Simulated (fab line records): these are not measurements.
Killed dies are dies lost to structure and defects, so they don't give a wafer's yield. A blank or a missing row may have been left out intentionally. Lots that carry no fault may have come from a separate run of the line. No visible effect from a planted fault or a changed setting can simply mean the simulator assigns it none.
Check for tools in common | flow gf180mcu | Sampled: 12 lots, 42 wafers

REASON FOR OPENING
At GF_HV_LDD_RS_MEAS_53 the reading HV_LDD_RS is flagged on 2 of 12 lots. Fault-free wafers read 418.3 ohm/sq, with a standard deviation of 0.9.
Rule: a lot is flagged when every wafer of it that has a number lies more than 4 standard deviations from that mean, or none has a number. The other lots count as sound.

lot  | measured     | on            | HV_LDD_RS (ohm/sq), wafer by wafer  | flag
L384 | day 12 11:38 | film_metro-03 | 418.8 418.5 419.5                   |
L386 | day 12 23:27 | film_metro-02 | 418.4 418.2 419.1                   |
L387 | day 13 16:07 | film_metro-03 | 418.6 418.8 418.0                   |
L388 | day 14 02:19 | film_metro-02 | 417.2 417.0 416.5                   |
L392 | day 15 07:44 | film_metro-02 | 418.2 418.7 418.8                   |
L395 | day 15 23:26 | film_metro-02 | 418.0 418.4 418.4                   |
L396 | day 16 13:25 | film_metro-01 | 374.6 375.7 373.5 374.4 374.1 375.0 | FLAGGED
L398 | day 17 04:10 | film_metro-03 | 373.0 372.8 373.6 373.7 373.2 373.6 | FLAGGED
L403 | day 18 19:50 | film_metro-01 | 417.8 418.2 417.5                   |
L405 | day 19 14:20 | film_metro-02 | 417.9 417.3 417.4                   |
L406 | day 19 18:13 | film_metro-01 | 417.8 419.0 418.9                   |
L407 | day 20 08:07 | film_metro-03 | 417.9 419.6 418.7                   |
The mean of the flagged lots' numbers is 373.9 ohm/sq, -44.4 ohm/sq from the usual (-49 standard deviations).

WHICH TOOL RAN EACH LOT
The record holds 1 process step before the reading, out of a route of 602 steps. Each cell gives the tool, then ch followed by the chambers the sampled wafers passed through, then the start.
lot  | flag    | GF_HV_LDD_IMPLANT_35
L384 |         | implanter-01 ch 0, day 11 14:51
L386 |         | implanter-04 ch 0, day 12 03:41
L387 |         | implanter-04 ch 0, day 12 18:59
L388 |         | implanter-01 ch 0, day 13 05:01
L392 |         | implanter-03 ch 0, day 14 09:38
L395 |         | implanter-01 ch 0, day 15 01:04
L396 | FLAGGED | implanter-03 ch 0, day 15 14:10
L398 | FLAGGED | implanter-03 ch 0, day 16 04:21
L403 |         | implanter-01 ch 0, day 17 19:39
L405 |         | implanter-03 ch 0, day 18 13:54
L406 |         | implanter-01 ch 0, day 18 16:31
L407 |         | implanter-03 ch 0, day 19 07:16
What these steps do:
- GF_HV_LDD_IMPLANT_35
- GF_HV_LDD_RS_MEAS_53: measures by four-point-probe.

FLAGGED AGAINST TOTAL, ONE TOOL AT A TIME (gauges that did the reading follow at the end)
step                 | tool          | lots run | flagged | share of the flagged lots | sound lots run after its first flagged lot
GF_HV_LDD_IMPLANT_35 | implanter-01  | 5        | 0       | none                      | -
GF_HV_LDD_IMPLANT_35 | implanter-03  | 5        | 2       | all                       | 2 (L405,L407)
GF_HV_LDD_IMPLANT_35 | implanter-04  | 2        | 0       | none                      | -
GF_HV_LDD_RS_MEAS_53 | film_metro-01 | 3        | 1       | some                      | 2 (L403,L406)
GF_HV_LDD_RS_MEAS_53 | film_metro-02 | 5        | 0       | none                      | -
GF_HV_LDD_RS_MEAS_53 | film_metro-03 | 4        | 1       | some                      | 1 (L407)

WHAT THE TABLE ALLOWS
Rows of the table that ran each flagged lot: 1, that is implanter-03 at GF_HV_LDD_IMPLANT_35.
- implanter-03 at GF_HV_LDD_IMPLANT_35 ran 5 lots, 2 of them flagged. Sound lots ran on it after the first flagged one (L405, L407), which a lasting fault on the whole tool wouldn't allow. Its own readings (tilt_deg) fall more than 4 standard deviations out on all wafers of the flagged lots.
Every row of the table either missed a flagged lot or ran a sound lot after the first.

WHAT THE SIMULATOR HAD PUT IN
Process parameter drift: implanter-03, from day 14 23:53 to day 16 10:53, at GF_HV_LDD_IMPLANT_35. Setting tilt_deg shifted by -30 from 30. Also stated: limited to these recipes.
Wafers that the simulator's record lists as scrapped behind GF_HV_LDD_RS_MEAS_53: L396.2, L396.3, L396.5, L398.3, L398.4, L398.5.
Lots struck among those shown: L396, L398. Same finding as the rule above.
